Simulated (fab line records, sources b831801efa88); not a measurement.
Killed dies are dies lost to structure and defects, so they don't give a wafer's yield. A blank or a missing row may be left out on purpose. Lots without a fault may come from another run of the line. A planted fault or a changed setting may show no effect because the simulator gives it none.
A struck lot beside a sound one | flow sky130 | 22 steps out of a route of 708
Sound: wafers L507.1, L507.2, L507.6. Struck: wafers L508.2, L508.4, L508.6. The cause comes at the end.
At each step with rows: each side's tool, then ch and its chambers, then its first start. Under that, the readings that differ: sound wafers | struck wafers | difference of the means | sigmas: that difference in standard deviations of wafers without a fault.
alike: readings whose means differ by less than 2 such deviations, and words and numbers that are the same on both sides. not compared: withheld readings, readings that some wafer has no value for, bounds like >300 that may hide the same value, and numbers for which the record gives no deviation and whose values overlap.
The two part at a step that has a row with sigmas, a row that says differs or no value, or rows on one side only. Numbers that don't overlap but have no deviation are shown without sigmas and don't part them. A reading that every wafer of one side lacks parts them only if that side has two wafers or more.

first, 1 step without rows for these wafers: SKY_LOCAL_INTERCONNECT_CLEAN_18 (cleans in O3/DIW).
SKY_CONTACT_CVD_00: deposits Si3N4, target thk 75 nm.
  sound on pecvd-04 ch 1,2, day 35 08:07; struck on pecvd-01 ch 0,1, day 35 17:29
  alike: heater_power_w
SKY_CONTACT_THK_MEAS_01:
  sound on film_metro-04, day 35 08:09; struck on film_metro-02, day 35 17:32
  alike: CONTACT_CVD_00_THK
then, 1 step without rows for these wafers: SKY_CONTACT_HDPCVD_02 (deposits SiO2, target thk 565 nm, time 94.2 s).
SKY_CONTACT_THK_MEAS_03:
  sound on film_metro-02, day 35 08:17; struck on film_metro-03, day 35 17:40
  alike: CONTACT_HDPCVD_THK
SKY_CONTACT_CMP_04: polishes SiO2.
  sound on cmp-02 ch 0,1,2, day 35 10:17; struck on cmp-01 ch 0,1,2, day 35 17:46
  alike: motor_current_A, time_to_endpoint_s
SKY_CONTACT_BOW_MEAS_05:
  sound on film_metro-04, day 35 10:29; struck on film_metro-03, day 35 18:02
  alike: CONTACT_BOW
then, 5 steps without rows for these wafers: SKY_CONTACT_DEHYDRATE_06 (time 60 s); SKY_CONTACT_HMDS_07 (prime time 60 s); SKY_CONTACT_COAT_08 (resist thk 60 nm); SKY_CONTACT_COAT_09 (resist thk 450 nm); SKY_CONTACT_SOFTBAKE_10 (time 90 s).
SKY_CONTACT_EXPOSE_11: exposes mask CTM1, target cd 170 nm.
  sound on krf_scanner-01 ch 0, day 35 23:22; struck on krf_scanner-01 ch 0, day 36 07:41
  reading              | sound             | struck            | difference | sigmas
  exposure_dose_mJ_cm2 | 37.99 38.03 38.05 | 31.72 31.74 31.70 | -6.30      | -99 or more
  alike: mask, focus_offset_nm
then, 2 steps without rows for these wafers: SKY_CONTACT_PEB_12; SKY_CONTACT_DEVELOP_13 (develop time 60 s).
SKY_CONTACT_CD_MEAS_14: target cd 170 nm.
  sound on cd_sem-02, day 36 11:46; struck on cd_sem-02, day 36 20:14
  reading    | sound             | struck            | difference | sigmas
  cd_nm (nm) | 168.2 168.2 169.7 | 136.6 137.8 137.9 | -31.3      | -21
SKY_CONTACT_OVL_MEAS_15:
  sound on overlay-01, day 36 11:53; struck on overlay-01, day 36 20:20
  alike: CONTACT_OVL
SKY_CONTACT_ETCH_16: etches BARC in N2/H2, stops on SiO2, time 45.9 s, target depth 60 nm.
  sound on rie_diel-04 ch 0,1,2, day 36 11:55; struck on rie_diel-02 ch 2,3, day 36 20:22
  reading                  | sound             | struck          | difference | sigmas
  model.CONTACT.cd_nm (nm) | 166.6 167.8 169.6 | 135.7 137 137.9 | -31.1      |
  alike: drypump_motor_current_A, oes_product_au, throttle_valve_pct
  not compared: rf_hours_counter_h
SKY_CONTACT_ETCH_17: etches SiO2 in C4F8/O2/Ar, stops on Si3N4, target depth 340 nm.
  sound on rie_diel-04 ch 0,1,2, day 36 11:58; struck on rie_diel-02 ch 2,3, day 36 20:24
  alike: oes_product_au
SKY_CONTACT_ETCH_18: etches Si3N4 in CHF3/O2, stops on TiN, time 39 s, target depth 75 nm.
  sound on rie_diel-04 ch 0,1,2; struck on rie_diel-02 ch 2,3
  reading                  | sound             | struck            | difference | sigmas
  model.CONTACT.cd_nm (nm) | 167.2 167.9 169.5 | 135.7 137.2 137.9 | -31.3      |
  alike: O2_flow_sccm, drypump_motor_current_A, oes_product_au, throttle_valve_pct
  not compared: rf_hours_counter_h
SKY_CONTACT_STRIP_19: strips in O2/N2.
  sound on plasma_asher-04 ch 0,1, day 36 12:03; struck on plasma_asher-02 ch 0,1, day 36 20:29
  alike: drypump_motor_current_A, oes_product_au, strip_time_to_endpoint_s
  not compared: rf_hours_counter_h
-- the record jumps here: 13 days lie between the struck wafers' starts before and after (it left off in module CONTACT and takes up again in module PAD_OPEN, whose first step shown is number 708 of the route) --
SKY_PAD_OPEN_PROBE_99:
  sound on prober-01, day 49 10:12; struck on prober-02, day 49 14:38
  reading            | sound    | struck      | difference | sigmas
  killed_at_contacts | 37 37 14 | 325 339 311 | +296       | +50
  killed_dies        | 87 95 74 | 396 405 376 | +307       | +32
  killed_on_rim      | 21 19 10 | 95 94 95    | +78        | +21
  alike: killed_at_M0_to_M3, killed_at_M4_up, killed_at_front_end, killed_at_other, killed_open, killed_short

WHERE THEY PART
First at SKY_CONTACT_EXPOSE_11; last, within this record, at SKY_PAD_OPEN_PROBE_99.

WHY: what the simulator had put in
Process parameter drift: krf_scanner-01, from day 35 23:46 on, at SKY_CONTACT_EXPOSE_11. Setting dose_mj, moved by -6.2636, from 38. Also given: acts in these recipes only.
